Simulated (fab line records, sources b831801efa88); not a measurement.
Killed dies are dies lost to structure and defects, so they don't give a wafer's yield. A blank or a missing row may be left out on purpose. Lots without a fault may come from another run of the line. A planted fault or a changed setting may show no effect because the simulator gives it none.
One fault seen from 2 desks | flow gf180mcu | each desk has only its own numbers; what lay behind them comes last

THE METROLOGY DESK
What the gauges read, lot by lot, whatever tool the lot ran on: means of the sampled wafers that have a number. A lot is out of limits, marked OUT, if its mean lies more than 4 standard deviations from the usual mean; the brackets give that distance.
Columns: A = cd_nm at GF_V5_CD_MEAS_14, usual 259.7 nm; B = PASSIVATION_BOW at GF_PASSIVATION_BOW_MEAS_14, usual 134 um
lot  | first seen here | A     | B
L839 | day 27 02:40    | 259.0 | 156
L840 | day 27 17:37    | 260.7 | 141
L841 | day 27 22:34    | 262.0 | 140
L842 | day 28 03:40    | 258.5 | 145
L843 | day 28 12:10    | 260.5 | 123
L846 | day 29 14:07    | 261.7 | 144
L849 | day 30 10:21    | 260.1 | 110
L850 | day 30 13:40    | 259.7 | 147
L856 | day 32 04:41    | 258.3 | 139
L857 | day 32 14:01    | 257.7 | 121
L859 | day 32 22:37    | 259.7 | 141
L858 | day 32 23:35    | 260.7 | 125
This desk's finding: nothing out of limits on any of the 12 lots.

THE TOOL OWNER'S DESK: rie_diel-04
The tool's own readings at GF_V2_ETCH_16 (etches BARC in N2/H2): means of the sampled wafers that have a number, for each lot that ran on this tool. A lot is out of limits, marked OUT, if its mean lies more than 4 standard deviations from the usual mean; the brackets give that distance.
Columns: A = chamber_pressure_mTorr at GF_V2_ETCH_16, usual 30.003 mTorr; B = drypump_motor_current_A at GF_V2_ETCH_16, usual 5.7 A; C = oes_product_au at GF_V2_ETCH_16, usual 0.855 a.u.; D = rf_fwd_power_W at GF_V2_ETCH_16, usual 495.5 W; E = throttle_valve_pct at GF_V2_ETCH_16, usual 13.224 %
lot  | first seen here | A      | B   | C     | D     | E
L846 | day 23 03:05    | 29.978 | 5.4 | 0.854 | 495.8 | 13.223
L849 | day 24 03:53    | 29.994 | 5.2 | 0.854 | 496.3 | 13.226
L856 | day 26 06:50    | 30.031 | 5.4 | 0.854 | 495.6 | 13.219
L857 | day 26 20:55    | 29.987 | 5.3 | 0.855 | 495.7 | 13.222
L859 | day 27 04:10    | 30.007 | 5.3 | 0.859 | 495.1 | 13.232
This desk's finding: nothing out of limits on any of the 5 lots.

PUT TOGETHER
The metrology desk saw nothing out of limits.
The tool owner's desk saw nothing out of limits.

WHAT THE SIMULATOR HAD PUT IN
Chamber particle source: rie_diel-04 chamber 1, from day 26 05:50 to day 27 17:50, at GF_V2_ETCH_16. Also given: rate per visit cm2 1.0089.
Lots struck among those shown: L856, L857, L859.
